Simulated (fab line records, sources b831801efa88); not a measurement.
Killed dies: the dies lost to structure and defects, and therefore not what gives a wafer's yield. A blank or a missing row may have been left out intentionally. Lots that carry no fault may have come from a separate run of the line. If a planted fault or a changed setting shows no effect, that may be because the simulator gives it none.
Struck lot and sound lot, side by side :: flow sky130 :: 15 steps out of a route of 708
Sound: wafers L884.1, L884.2, L884.6. Struck: wafers L870.1, L870.4, L870.5. The cause is given at the end.
For every step that has rows: the tool of each side, followed by ch and its chambers, followed by its first start. Under that, the readings that differ: sound wafers :: struck wafers :: difference of the means :: sigmas: that difference in standard deviations of wafers without a fault.
alike: same words and numbers on both sides, and readings whose means sit less than 2 such deviations apart. not compared: any withheld reading, any reading some wafer has no value for, any bound like >300 that may hide the same value, and any number with overlapping values for which the record gives no deviation.
Wherever a step has rows on one side only, a row that says differs or no value, or a row with sigmas, the two part there. Non-overlapping numbers with no deviation appear without sigmas and do not part them. A reading missing from all wafers of one side parts the sides only when that side holds two or more wafers.

first, 8 steps without rows for these wafers: SKY_LOCAL_INTERCONNECT_DEHYDRATE_03 (time 60 s); SKY_LOCAL_INTERCONNECT_HMDS_04 (prime time 60 s); SKY_LOCAL_INTERCONNECT_COAT_05 (resist thk 60 nm); SKY_LOCAL_INTERCONNECT_COAT_06 (resist thk 450 nm); SKY_LOCAL_INTERCONNECT_SOFTBAKE_07 (time 90 s); SKY_LOCAL_INTERCONNECT_EXPOSE_08 (exposes mask LI1M, target cd 170 nm); SKY_LOCAL_INTERCONNECT_PEB_09; SKY_LOCAL_INTERCONNECT_DEVELOP_10 (develop time 60 s).
SKY_LOCAL_INTERCONNECT_CD_MEAS_11: the cd target is 170 nm.
  sound on cdSem-02, day 36 18:19; struck on cdSem-02, day 32 15:55
  alike: cdNm
SKY_LOCAL_INTERCONNECT_OVL_MEAS_12:
  sound on overlay-02, day 36 18:26; struck on overlay-02, day 32 16:02
  alike: LOCAL_INTERCONNECT_OVL
SKY_LOCAL_INTERCONNECT_ETCH_13: etches BARC in N2/H2, stops on SiO2, time 45.9 s, target depth 60 nm.
  sound on rieMetal-03 ch 0,1, day 36 18:29; struck on rieMetal-02 ch 0,1, day 32 16:05
  alike: drypumpMotorCurrentA, oesProductAu, throttleValvePct
  not compared: rfHoursCounterH
SKY_LOCAL_INTERCONNECT_METAL_ETCH_14: etches TiN in Cl2/BCl3, stops on PSG, target depth 110 nm, time 31.4 s.
  sound on rieMetal-03 ch 0,1, day 36 18:32; struck on rieMetal-02 ch 0,1, day 32 16:08
  alike: drypumpMotorCurrentA, oesProductAu, throttleValvePct
  not compared: rfHoursCounterH
SKY_LOCAL_INTERCONNECT_STRIP_15: strips in O2/N2.
  sound on plasmaAsher-03 ch 0,1, day 36 18:35; struck on plasmaAsher-02 ch 0,1, day 32 16:11
  no value came back on the struck wafers for chamberPressureMTorr (mTorr), drypumpMotorCurrentA (A), oesProductAu (a.u.), stripTimeToEndpointS (s); on the sound wafers chamberPressureMTorr (mTorr) reads 1500.4 1501.7 1501.3
reading: model.KrF-thick_of_LOCAL_INTERCONNECT_COAT_06.thkNm (nm)
sound: 0 0 0
struck: 346.2 348.1 349.4
difference: +347.9
sigmas: 
  not compared: rfHoursCounterH
then, 1 step without rows for these wafers: SKY_LOCAL_INTERCONNECT_STRIP_16 (strips in post etch residue remover, time 1200 s).
-- record jumps: 15 days separate the struck wafers' starts on either side; left off in module LOCAL_INTERCONNECT, taken up again in module PAD_OPEN, whose first shown step is the route's number 708 --
SKY_PAD_OPEN_PROBE_99:
  record: rows for the struck wafers here (prober-01, day 47 14:17), none for the sound ones

== WHERE THEY PART ==
Last at SKY_PAD_OPEN_PROBE_99 as far as this record goes, first at SKY_LOCAL_INTERCONNECT_STRIP_15.

WHY: the cause the simulator had injected
At SKY_LOCAL_INTERCONNECT_STRIP_15, the step was skipped entirely on plasmaAsher-02 from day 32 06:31 on. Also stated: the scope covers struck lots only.
